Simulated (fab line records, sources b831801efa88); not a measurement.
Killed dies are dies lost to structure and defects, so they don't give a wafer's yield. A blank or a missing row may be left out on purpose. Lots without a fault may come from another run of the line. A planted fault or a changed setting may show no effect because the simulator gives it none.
Split-lot experiment | flow sky130 | 5 lots, 23 wafers read, on a route of 708 steps

THE SPLIT
At SKY_VIA2_HDPCVD_00 (deposits SiO2, target thk 1180 nm, time 196.7 s), the setting time_s was moved away from the recipe's 196.7 s on 4 of the 23 wafers read, by +6.3% to +8.5%. The other wafers ran this setting at the recipe's value.

The file shows no step between the split and the reading.

THE READING
VIA2_HDPCVD_THK, in nm, at SKY_VIA2_THK_MEAS_01. Fault-free wafers of this fab line usually give 1182 nm, standard deviation 12 nm.

wafer  | tool, chamber at the split | time_s as run, s | against the recipe | VIA2_HDPCVD_THK, nm | against lot-mates on the recipe
L074.2 | hdpcvd-01, 1               | 196.7            | recipe             | 1181                | -
L074.3 | hdpcvd-01, 2               | 196.7            | recipe             | 1188                | -
L074.4 | hdpcvd-01, 2               | 196.7            | recipe             | 1163                | -
L074.5 | hdpcvd-01, 1               | 196.7            | recipe             | 1193                | -
L074.6 | hdpcvd-01, 0               | 196.7            | recipe             | 1175                | -
L078.1 | hdpcvd-02, 1               | 196.7            | recipe             | 1173                | -
L078.3 | hdpcvd-02, 0               | 196.7            | recipe             | 1180                | -
L078.4 | hdpcvd-02, 1               | 196.7            | recipe             | 1183                | -
L080.1 | hdpcvd-02, 0,2             | 196.7            | recipe             | 1172                | -
L080.3 | hdpcvd-02, 2               | 196.7            | recipe             | 1165                | -
L080.4 | hdpcvd-02, 0               | 196.7            | recipe             | 1175                | -
L080.5 | hdpcvd-02, 1               | 196.7            | recipe             | 1164                | -
L080.6 | hdpcvd-02, 0,2             | 196.7            | recipe             | 1180                | -
L083.1 | hdpcvd-01, 0               | 196.7            | recipe             | 1176                | -
L083.2 | hdpcvd-01, 1               | 209.1            | +6.3%              | 1255                | +84
L083.3 | hdpcvd-01, 2               | 196.7            | recipe             | 1153                | -
L083.4 | hdpcvd-01, 0               | 209.1            | +6.3%              | 1258                | +87
L083.6 | hdpcvd-01, 1               | 196.7            | recipe             | 1183                | -
L082.1 | hdpcvd-01, 1               | 196.7            | recipe             | 1207                | -
L082.2 | hdpcvd-01, 0               | 213.4            | +8.5%              | 1283                | +88
L082.3 | hdpcvd-01, 2               | 196.7            | recipe             | 1191                | -
L082.4 | hdpcvd-01, 0               | 196.7            | recipe             | 1187                | -
L082.6 | hdpcvd-01, 2               | 213.4            | +8.5%              | 1267                | +72
Where a row lists several chambers, the file gives one row for several wafers and doesn't say which wafer went through which chamber.

THE FIT
A straight line over all 23 wafers: VIA2_HDPCVD_THK changes by +11.7 nm for each +1% of time_s; r = +0.95; the points scatter about the line by 12 nm.
The same after taking each lot's own level away (the mean of its wafers on the recipe; 23 wafers): +10.9 nm for each +1%; r = +0.95; scatter 11 nm.
On that fit, the largest move of time_s shifts the reading by 92 nm.
The lots' own levels span 1170.7 to 1195.0 nm, that is 2.0 times the standard deviation above.
So the lot-to-lot level changes the slope little: the two slopes agree.
Check: with one of the wafers moved furthest among these (+8.5%) left out of the fit, the line predicts +94.8 nm for it against its lot-mates. It came out at +88 nm against them.

OTHER SPLITS ON THESE WAFERS
These wafers also went through other splits before the reading. Each is held against what the fit with the lots' levels taken away leaves over:
other split on the same wafers | wafers away from the commonest value | r with VIA2_HDPCVD_THK (lot level and that fit taken away)
SKY_METAL2_SPUTTER_04 power_w  | 8                                    | -0.39

THE WHOLE CHAIN: every reading that the file lists as answering this split, in the file's order
step                 | what it does                                    | reading                                                                        | change (the file's fit)              | r (the file's)
SKY_VIA2_HDPCVD_00   | deposits SiO2, target thk 1180 nm, time 196.7 s | SiO2_of_VIA2_HDPCVD_00.thk_nm (the simulator's own value, which no gauge read) | +10.1 nm for each +1% of the setting | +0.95
SKY_VIA2_THK_MEAS_01 |                                                 | VIA2_HDPCVD_THK                                                                | +10.9 for each +1% of the setting    | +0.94

THE FILE'S OWN FIT
VIA2_HDPCVD_THK changes by +10.9 nm for each +1% of time_s, r = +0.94.
